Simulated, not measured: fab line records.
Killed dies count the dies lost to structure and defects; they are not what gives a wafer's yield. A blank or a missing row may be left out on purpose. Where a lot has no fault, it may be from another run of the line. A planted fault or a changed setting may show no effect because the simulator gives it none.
Split-lot experiment    flow sky130    23 wafers read across 5 lots, on a route 708 steps long

== ABOUT THE SPLIT ==
At SKY_SD_P_DEVELOP_06 (develop time 60 s), the setting devTempC was moved away from the recipe's 23 C on 5 of the 23 wafers read, by +12.7% to +13.6%. The other wafers ran this setting at the recipe's value.

Between the split and the reading, the file records no step.

== THE READING ==
cdNm at SKY_SD_P_CD_MEAS_07, given in nm (cd target 380 nm). On this fab line, fault-free wafers typically give 379.7 nm with a standard deviation of 2.2 nm.

wafer   tool, chamber at the split  devTempC as run, C  against the recipe  cdNm, nm  against lot-mates on the recipe
L074.2  lithoTrack-01, 0            23                  recipe              379.9     -
L074.3  lithoTrack-01, 0            23                  recipe              382.4     -
L074.4  lithoTrack-01, 0            23                  recipe              381.1     -
L075.1  lithoTrack-03, 0            25.91               +12.7%              372.4     -10.4
L075.2  lithoTrack-03, 0            23                  recipe              382.2     -
L075.3  lithoTrack-03, 0            25.91               +12.7%              371.6     -11.2
L075.5  lithoTrack-03, 0            23                  recipe              382.7     -
L075.6  lithoTrack-03, 0            23                  recipe              383.6     -
L080.1  lithoTrack-02, 0            23                  recipe              376.9     -
L080.2  lithoTrack-02, 0            23                  recipe              380.5     -
L080.3  lithoTrack-02, 0            23                  recipe              377.1     -
L080.4  lithoTrack-02, 0            23                  recipe              380.5     -
L080.5  lithoTrack-02, 0            23                  recipe              377.8     -
L083.1  lithoTrack-03, 0            23                  recipe              380.7     -
L083.2  lithoTrack-03, 0            23                  recipe              378.9     -
L083.3  lithoTrack-03, 0            23                  recipe              382.8     -
L083.5  lithoTrack-03, 0            23                  recipe              380.8     -
L083.6  lithoTrack-03, 0            23                  recipe              379.9     -
L085.1  lithoTrack-01, 0            23                  recipe              378.0     -
L085.2  lithoTrack-01, 0            26.13               +13.6%              369.2     -10.1
L085.3  lithoTrack-01, 0            26.13               +13.6%              368.3     -10.9
L085.4  lithoTrack-01, 0            23                  recipe              380.5     -
L085.6  lithoTrack-01, 0            26.13               +13.6%              368.6     -10.6

THE FIT
A straight line over all 23 wafers: cdNm changes by -0.785 nm for each +1% of devTempC; r = -0.92; the points scatter about the line by 1.9 nm.
The same after taking each lot's own level away (the mean of its wafers on the recipe; 23 wafers): -0.804 nm for each +1%; r = -0.97; scatter 1.2 nm.
That fit puts the effect of the largest move of devTempC on the reading at 11 nm.
The lots' own levels span 378.56 to 382.83 nm, that is 1.9 times the standard deviation above.
Consequently the slope shifts little with the lot-to-lot level, the two slopes agreeing.
Check: with one of the wafers moved furthest among these (+13.6%) left out of the fit, the line predicts -11.2 nm for it against its lot-mates. Against them it came out at -10.1 nm.

== THESE WAFERS: OTHER SPLITS ==
Other splits were also applied to these wafers ahead of the reading. Each is held against what the fit with the lots' levels taken away leaves over:
other split on the same wafers    wafers away from the commonest value  r with cdNm (lot level and that fit taken away)
SKY_LDD_HVP_COAT_02 resistThkNm   9                                     -0.23
SKY_LDD_LDN_COAT_02 resistThkNm   8                                     +0.36
SKY_LDD_LDN_IMPLANT_08 energyKev  6                                     +0.40
SKY_POLY_CUT_COAT_03 spinRpm      5                                     -0.01
SKY_POLY_CUT_ETCH_10 timeS        7                                     -0.19

== THE FILE'S OWN FIT ==
cdNm changes by -0.812 nm for each +1% of devTempC, r = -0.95.
